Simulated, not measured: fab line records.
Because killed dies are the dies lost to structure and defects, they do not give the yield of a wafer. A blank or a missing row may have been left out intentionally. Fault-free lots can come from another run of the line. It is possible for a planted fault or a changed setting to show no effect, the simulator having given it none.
Struck lot and sound lot, side by side + flow sky130 + 35 steps out of a route of 708
Sound: the wafers L195.1, L195.4, L195.5. Wafers L206.3, L206.4, L206.6 were the ones struck. Last of all comes the cause.
Order at every step that has rows: each side's tool, ch and its chambers, its first start. Under that, the readings that differ: sound wafers + struck wafers + difference of the means + sigmas: that difference in standard deviations of wafers without a fault.
alike: words and numbers the same on both sides, and readings whose means are apart by under 2 such deviations; not compared: readings that were withheld, readings missing a value for some wafer, numbers with overlapping values and no deviation given by the record, and bounds like >300 which may hide the same value.
The two part at a step that has a row with sigmas, a row that says differs or no value, or rows on one side only. Numbers that don't overlap but have no deviation are shown without sigmas and don't part them. A reading missing from all wafers of one side parts the sides only when that side holds two or more wafers.

first, 8 steps without rows for these wafers: SKY_CAP2M_SPUTTER_02 (material TiN, target thk 200 nm, time 166.7 s); SKY_CAP2M_DEHYDRATE_05 (time 60 s); SKY_CAP2M_HMDS_06 (prime time 60 s); SKY_CAP2M_COAT_07 (resist thk 1140 nm); SKY_CAP2M_SOFTBAKE_08 (time 60 s); SKY_CAP2M_EXPOSE_09 (exposes mask CAP2M, target cd 1000 nm); SKY_CAP2M_PEB_10; SKY_CAP2M_DEVELOP_11 (develop time 60 s).
SKY_CAP2M_METAL_ETCH_13: etches TiN in Cl2/BCl3, stops on SiO2, target depth 220 nm, time 62.9 s.
  sound on rie_metal-02 ch 0,1, day 42 15:07; struck on rie_metal-02 ch 0,1, day 45 04:20
  alike: bcl3_flow_sccm, drypump_motor_current_A, oes_product_au, throttle_valve_pct
  not compared: rf_hours_counter_h
then, 25 steps without rows for these wafers: SKY_CAP2M_STRIP_14 (strips in O2/N2); SKY_CAP2M_STRIP_15 (strips in post etch residue remover, time 1200 s); SKY_CAP2M_CLEAN_16 (cleans in IPA, time 180 s); SKY_CAP2M_CLEAN_17 (cleans in O3/DIW); SKY_METAL4_DEHYDRATE_05 (time 60 s); SKY_METAL4_HMDS_06 (prime time 60 s); SKY_METAL4_COAT_07 (resist thk 60 nm); SKY_METAL4_COAT_08 (resist thk 1140 nm); SKY_METAL4_SOFTBAKE_09 (time 90 s); SKY_METAL4_EXPOSE_10 (exposes mask MM4, target cd 300 nm); SKY_METAL4_PEB_11; SKY_METAL4_DEVELOP_12 (develop time 60 s); SKY_METAL4_DESCUM_15 (chemistry O2, time 8 s); SKY_METAL4_ETCH_16 (etches BARC in N2/H2, stops on SiO2, time 88.2 s, target depth 60 nm); SKY_METAL4_ETCH_17 (etches SiO2 in C4F8/O2/Ar, stops on TiN, time 3.9 s, target depth 15 nm); SKY_METAL4_METAL_ETCH_18 (etches the open film in Cl2/BCl3, stops on SiO2, target depth 845 nm, time 183.1 s); SKY_METAL4_STRIP_19 (strips in O2/N2); SKY_METAL4_STRIP_20 (strips in post etch residue remover, time 1200 s); SKY_METAL4_CLEAN_21 (cleans in IPA, time 180 s); SKY_METAL4_CLEAN_22 (cleans in O3/DIW); SKY_VIA4_HDPCVD_00 (deposits SiO2, target thk 1750 nm, time 291.7 s); SKY_VIA4_CMP_02 (polishes SiO2); SKY_VIA4_DEHYDRATE_04 (time 60 s); SKY_VIA4_HMDS_05 (prime time 60 s); SKY_VIA4_COAT_06 (resist thk 1140 nm).
-- the record jumps here: 4 days lie between the struck wafers' starts before and after (it left off in module VIA4 and takes up again in module PAD_OPEN, whose first step shown is number 708 of the route) --
SKY_PAD_OPEN_PROBE_99:
  struck on prober-01, day 49 15:30; sound on prober-02, day 47 10:40
| reading                               | sound              | struck            | difference | sigmas      |
|---------------------------------------|--------------------|-------------------|------------|-------------|
| defect_limited_yield (%)              | 81.5 82.3 82.9     | 72.6 77.0 72.4    | -8.2       | -4          |
| killed_at_other                       | 0 0 0              | 58 27 61          | +49        | +99 or more |
| killed_dies                           | 91 87 84           | 135 113 136       | +41        | +4          |
| sort_bin_3_pad_short (%)              | 0.8 0.4 1.4        | 3.7 2.2 3.3       | +2.2       | +5          |
| sort_bin_5_function (%)               | 10.4 10.0 9.6      | 18.1 13.0 17.7    | +6.3       | +4          |
| sort_n_pass                           | 401 405 408        | 357 379 356       | -41        | -4          |
| sort_yield_pct (%)                    | 81.5 82.3 82.9     | 72.6 77.0 72.4    | -8.2       | -4          |
| model.etest.tester.sort_n_pass        | 401 405 408        | 357 379 356       | -41        |             |
| model.etest.tester.sort_yield_pct (%) | 81.5 82.32 82.93   | 72.56 77.03 72.36 | -8.27      |             |
| model.etest.tester.sort_bin_5_pct (%) | 10.37 9.959 9.553  | 18.09 13.01 17.68 | +6.30      |             |
| model.etest.tester.sort_bin_3_pct (%) | 0.813 0.4065 1.423 | 3.659 2.236 3.252 | +2.168     |             |
  alike: killed_at_M0_to_M3, killed_at_M4_up, killed_at_contacts, killed_at_front_end, killed_open, killed_short, sort_bin_6_memory

## WHERE THEY PART
At SKY_PAD_OPEN_PROBE_99 and nowhere else, as far as this record goes.

WHY: what the simulator had put in
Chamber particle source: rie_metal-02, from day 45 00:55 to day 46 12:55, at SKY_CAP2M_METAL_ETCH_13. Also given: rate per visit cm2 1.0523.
